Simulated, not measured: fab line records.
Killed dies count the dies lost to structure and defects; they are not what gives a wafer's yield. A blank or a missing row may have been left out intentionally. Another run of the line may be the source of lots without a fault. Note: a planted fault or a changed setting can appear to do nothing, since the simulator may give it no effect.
One fault through the eyes of 2 desks    flow sky130    numbers are kept per desk, each desk with only its own; the story behind them comes last

## TOOL OWNER'S DESK, pvd-sputter-03
The tool's own readings at SKY_METAL2_SPUTTER_04 (material TiN, target thk 70 nm, time 58.3 s): means of the sampled wafers that have a number, for each lot that ran on this tool. Any lot whose mean is over 4 standard deviations away from the usual mean is out of limits and marked OUT; that distance is given in the brackets.
Columns: A = chamber-pressure-pa at SKY_METAL2_SPUTTER_04, usual 0.4000 Pa; B = throttle-valve-pct at SKY_METAL2_SPUTTER_04, usual 30.2 %
lot   first seen here  A       B
L892  day 35 00:49     0.3987  28.8
L909  day 39 18:19     0.4006  30.7
This desk's verdict: no lot among the 2 shows anything out of limits.

## METROLOGY DESK
Lot by lot, what the gauges showed, no matter which tool ran the lot: averages of those sampled wafers that carry a number. Any lot whose mean is over 4 standard deviations away from the usual mean is out of limits and marked OUT; that distance is given in the brackets.
Columns: A = VIA1_W_RS at SKY_VIA1_RS_MEAS_22, usual 0.425 ohm/sq; B = VIA1_W_THK at SKY_VIA1_THK_MEAS_23, usual 266 nm; C = METAL2_ALCU_RS at SKY_METAL2_RS_MEAS_05, usual 0.1266 ohm/sq; D = METAL2_ALCU_THK at SKY_METAL2_THK_MEAS_06, usual 249 nm; E = cd-nm at SKY_METAL2_CD_MEAS_15, usual 139.7 nm; F = METAL2_OVL at SKY_METAL2_OVL_MEAS_16, usual 0 nm
lot   first seen here  A      B    C       D    E      F
L892  day 35 00:19     0.423  268  0.1270  249  140.3  1
L895  day 35 16:26     0.427  265  0.1256  251  139.6  -3
L909  day 39 17:35     0.423  267  0.1272  248  139.4  -5
L910  day 40 05:06     0.422  267  0.1265  248  140.7  -7
L911  day 40 11:39     0.424  266  0.1277  245  141.0  0
This desk's verdict: no lot among the 5 shows anything out of limits.

## TAKEN TOGETHER
The desk of the tool owner found nothing out of limits.
The metrology desk saw nothing out of limits.

## WHAT WAS PUT IN BY THE SIMULATOR
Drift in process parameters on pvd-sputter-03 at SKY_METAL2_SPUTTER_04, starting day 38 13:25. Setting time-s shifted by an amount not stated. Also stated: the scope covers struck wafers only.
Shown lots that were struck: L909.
